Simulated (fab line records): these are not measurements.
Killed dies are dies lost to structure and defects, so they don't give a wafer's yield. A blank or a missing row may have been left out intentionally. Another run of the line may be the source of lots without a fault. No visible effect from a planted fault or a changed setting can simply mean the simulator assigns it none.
fab line records | flow gf180mcu
record: lots: 6 wafers: 18 lastDay: 34
route steps=602 shown HV_LDD@180
lots that met no fault: from a run of the same line without faults
startH: hours from the record's first day to the start of the lot's first wafer shown | waitH: hours from the lot's prior step to this one | " identical to the entry in the row above | L1.1+2: one row covering several wafers at once | - no value present, or no start provided | * or withheld: withheld | < > ~ a bound
route shown NAME@n: a module of which the file shows steps, and the number in the route of the first | usual: mean/standard deviation of fault-free wafers | same: alike in all rows | chamber/n: place in a boat | sites: the reading at each site | _std_site: how widely they spread, as a standard deviation | _edge_site: outer sites' mean less inner sites' | radiusMm: how far each site lies from the wafer's centre | mask NAME#n: copy n | behind: the most recent tool/chamber to have shaped the wafer | hold: why the lot was held/for how many hours/how that ended | device: names the non-switching transistor (n, p or np) | end of line: tests run on the same wafers once the route is complete | a step without rows: its recipe alone | killed: dies lost to structure and defects at the first sort, not the wafer's yield | map: the dies of a wafer, with x for killed, . for not killed, _ for no die there
set.NAME: the setting the step ran with; set.NAME@STEP: the setting that earlier step ran with | model.NAME: the simulator's own value behind a step, which no gauge read
lots seen at some steps along the route; tables by step, rows by wafer
services: when a tool's chamber went out of use (startH, in hours from the record's first day, below 0 if earlier), for how many hours, and the reason
== steps ==
step: GF_HV_LDD_EXPOSE_04
recipe: maskId: Nplus_LV_AREA targetCdNm: 400 na: 0.6 sourceShape: conventional sigmaOuter: 0.6 doseMj: 140
step: GF_HV_LDD_PEB_05
recipe: tempC: withheld timeS: * resist: NOVOLAK
step: GF_HV_LDD_DEVELOP_06
recipe: developTimeS: 60 devTempC: 23
step: GF_HV_LDD_CD_MEAS_07
recipe: targetCdNm: 400
usual: cdNm: 400.7/2.5
columns lot.wafer tool chamber startH waitH cdNm
L888.3 cdSem-01 - 280.12 0.1 399.8
L888.4 " - " " 400.5
L888.5 " - " " 402.3
L889.3 cdSem-02 - 295.04 0.1 403.4
L889.4 " - " " 402.3
L889.6 " - " " 401.5
L896.2 cdSem-01 - 336.40 0.1 397.9
L896.5 " - " " 397.0
L896.6 " - " " 399.2
L899.3 cdSem-02 - 355.97 0.1 403.3
L899.4 " - " " 402.7
L899.5 " - " " 403.0
L900.2 cdSem-02 - 361.76 0.1 401.1
L900.4 " - " " 400.8
L900.5 " - " " 404.3
L902.2 cdSem-01 - 377.39 0.1 396.4
L902.5 " - " " 394.1
L902.6 " - " " 398.1
step: GF_HV_LDD_OVL_MEAS_08
usual: HV_LDD_OVL: -0.2/1.3
columns lot.wafer tool chamber startH waitH HV_LDD_OVL[nm]
L888.3 overlay-02 - 280.21 0.1 -0.8
L888.4 " - " " -1.2
L888.5 " - " " -0.7
L889.3 overlay-02 - 295.13 0.1 -2.0
L889.4 " - " " -3.3
L889.6 " - " " -1.7
L896.2 overlay-02 - 336.50 0.1 2.1
L896.5 " - " " 0.4
L896.6 " - " " -1.2
L899.3 overlay-01 - 356.06 0.1 0.3
L899.4 " - " " 0.9
L899.5 " - " " -0.8
L900.2 overlay-02 - 361.87 0.1 1.2
L900.4 " - " " 1.5
L900.5 " - " " 0.7
L902.2 overlay-01 - 377.50 0.1 -2.8
L902.5 " - " " -1.6
L902.6 " - " " -1.6
step: GF_HV_LDD_IMPLANT_09
recipe: species: As energyKev: 40 doseCm2: 1e+14 tiltDeg: 7.155
step: GF_HV_LDD_STRIP_10
recipe: chemistry: O2/N2 powerW: 1400 pressureMtorr: 1500 platenTempC: 250 o2FlowSccm: 3000 n2FlowSccm: 300 overashFraction: 0.5
usual: drypumpMotorCurrentA: 6.2/0.47 heaterPowerW: 342/28 oesProductAu: 0.716/0.0044 stripTimeToEndpointS: 12.64/0.037
columns lot.wafer tool chamber startH waitH drypumpMotorCurrentA heaterPowerW oesProductAu rfHoursCounterH stripTimeToEndpointS
L888.3 plasmaAsher-03 1 280.42 0.1 6.6 376 0.707 - 12.66
L888.4 " 0 " " 5.6 298 0.716 - 12.67
L888.5 " 0 " " 5.6 303 0.717 - 12.68
L889.3 plasmaAsher-02 0 295.33 0.1 5.4 344 0.715 - 12.62
L889.4 " 1 " " 6.3 353 0.717 - 12.59
L889.6 " 0 " " 5.4 340 0.714 - 12.64
L896.2 plasmaAsher-01 0 336.68 0.1 6.6 316 0.714 69 12.68
L896.5 " 0 " " 6.6 310 0.711 - 12.66
L896.6 " 1 " " 6.3 369 0.717 - 12.64
L899.3 plasmaAsher-02 1 356.26 0.1 6.3 338 0.709 - 12.59
L899.4 " 0 " " 5.4 338 0.718 - 12.59
L899.5 " 1 " " 6.3 349 0.712 - 12.59
L900.2 plasmaAsher-02 0 362.05 0.1 5.4 350 0.711 70 12.59
L900.4 " 0 " " 5.4 346 0.715 - 12.58
L900.5 " 0 " " 5.4 345 0.716 - 12.59
L902.2 plasmaAsher-03 1 377.68 0.1 6.6 389 0.717 27 12.61
L902.5 " 1 " " 6.6 389 0.717 - 12.67
L902.6 " 0 " " 5.6 298 0.722 - 12.63
step: GF_HV_LDD_TW_MEAS_11
usual: HV_LDD_TW: 2401/20
columns lot.wafer tool chamber startH waitH HV_LDD_TW
L888.3 filmMetro-04 - 280.50 0.1 2407
L888.4 " - " " 2397
L888.5 " - " " 2422
L889.3 filmMetro-04 - 295.42 0.1 2414
L889.4 " - " " 2399
L889.6 " - " " 2393
L896.2 filmMetro-01 - 336.79 0.1 2395
L896.5 " - " " 2401
L896.6 " - " " 2412
L899.3 filmMetro-01 - 356.35 0.1 2411
L899.4 " - " " 2414
L899.5 " - " " 2410
L900.2 filmMetro-01 - 362.16 0.1 2419
L900.4 " - " " 2419
L900.5 " - " " 2406
L902.2 filmMetro-04 - 377.79 0.1 2399
L902.5 " - " " 2396
L902.6 " - " " 2385
step: GF_HV_LDD_DEHYDRATE_12
recipe: tempC: 200 timeS: 60
step: GF_HV_LDD_HMDS_13
recipe: primeTimeS: 60 primeTempC: 120
step: GF_HV_LDD_COAT_14
recipe: resist: NOVOLAK spinRpm: 3000 resistThkNm: 1000
step: GF_HV_LDD_SOFTBAKE_15
recipe: tempC: 90 timeS: 60 resist: NOVOLAK
step: GF_HV_LDD_EXPOSE_16
recipe: maskId: Pplus_LV_AREA targetCdNm: 400 na: 0.6 sourceShape: conventional sigmaOuter: 0.6 doseMj: 140
usual: exposureDoseMJCm2: 139.99/0.13 focusOffsetNm: -0.1/0.53
columns lot.wafer tool chamber startH waitH mask exposureDoseMJCm2 focusOffsetNm model.HV_LDD.overlayYNm
L888.3 ilineStepper-02 - 289.96 - Pplus_LV_AREA#0 - - -0.3762
L888.4 " - " " Pplus_LV_AREA#0 - - -0.3762
L888.5 " - " " Pplus_LV_AREA#0 - - -0.3762
L889.3 ilineStepper-02 - 305.38 - Pplus_LV_AREA#0 - - -0.3352
L889.4 " - " " Pplus_LV_AREA#0 - - -0.3352
L889.6 " - " " Pplus_LV_AREA#0 - - -0.3352
L896.2 ilineStepper-02 0 347.46 - Pplus_LV_AREA#0 139.99 -0.7 0.06156
L896.5 " 0 " " Pplus_LV_AREA#0 140.14 -0.2 0.06156
L896.6 " 0 " " Pplus_LV_AREA#0 139.98 0.5 0.06156
L899.3 ilineStepper-01 0 367.71 - Pplus_LV_AREA#0 139.98 -0.4 -1.294
L899.4 " 0 " " Pplus_LV_AREA#0 140.23 0.3 -1.294
L899.5 " 0 " " Pplus_LV_AREA#0 139.89 -0.2 -1.294
L900.2 ilineStepper-01 0 373.41 - Pplus_LV_AREA#0 140.04 -0.8 -0.5833
L900.4 " 0 " " Pplus_LV_AREA#0 140.12 -1.2 -0.5833
L900.5 " 0 " " Pplus_LV_AREA#0 140.11 -1.1 -0.5833
L902.2 ilineStepper-02 0 389.07 - Pplus_LV_AREA#0 139.91 1.1 0.04806
L902.5 " 0 " " Pplus_LV_AREA#0 139.81 0.0 0.04806
L902.6 " 0 " " Pplus_LV_AREA#0 139.93 0.0 0.04806
step: GF_HV_LDD_PEB_17
recipe: tempC: withheld timeS: * resist: NOVOLAK
== services ==
columns tool chamber startH hours kind
ilineStepper-01 - 286.49 28.9 pm
ilineStepper-02 - 315.38 1.7 pm
ilineStepper-02 - 347.60 0.6 repair
plasmaAsher-01 - 381.19 9.3 pm
ilineStepper-01 - 383.40 1.7 pm
plasmaAsher-03 - 387.52 15.4 repair
== key ==
firstSign: step: GF_HV_LDD_EXPOSE_16 reading: toolRecord direction: missing
effect none on later readings
modelEffect: step: GF_HV_LDD_EXPOSE_16 value: HV_LDD.overlayYNm without: 0.489 struck: -0.3557
metAt GF_HV_LDD_EXPOSE_16
struckWafers L888.3,L888.4,L888.5,L889.3,L889.4,L889.6
laterRowsLeftOut L888.3,L888.4,L888.5,L889.3,L889.4,L889.6
sortLeftOut L888.3,L888.4,L888.5,L889.3,L889.4,L889.6
testerLeftOut L888,L889
fault: kind: skippedStepWhole tool: ilineStepper-02 chamber: - onsetH: 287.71 steps: GF_HV_LDD_EXPOSE_16 scope: struckLotsOnly
testerLeftOut: of these lots the tester's yield and bins aren't shown, on N5 and GAA mostly nor the transistor test; their killed dies are dies lost to structure and defects alone, not to doping, threshold or leakage, so they don't give the yield
sortLeftOut: the simulated sort isn't trusted on such a fault, so these wafers' sort isn't shown, and their yield isn't known
laterRowsLeftOut: the simulator's readings of these wafers behind a module that went badly wrong aren't trusted and aren't shown, but for the sort
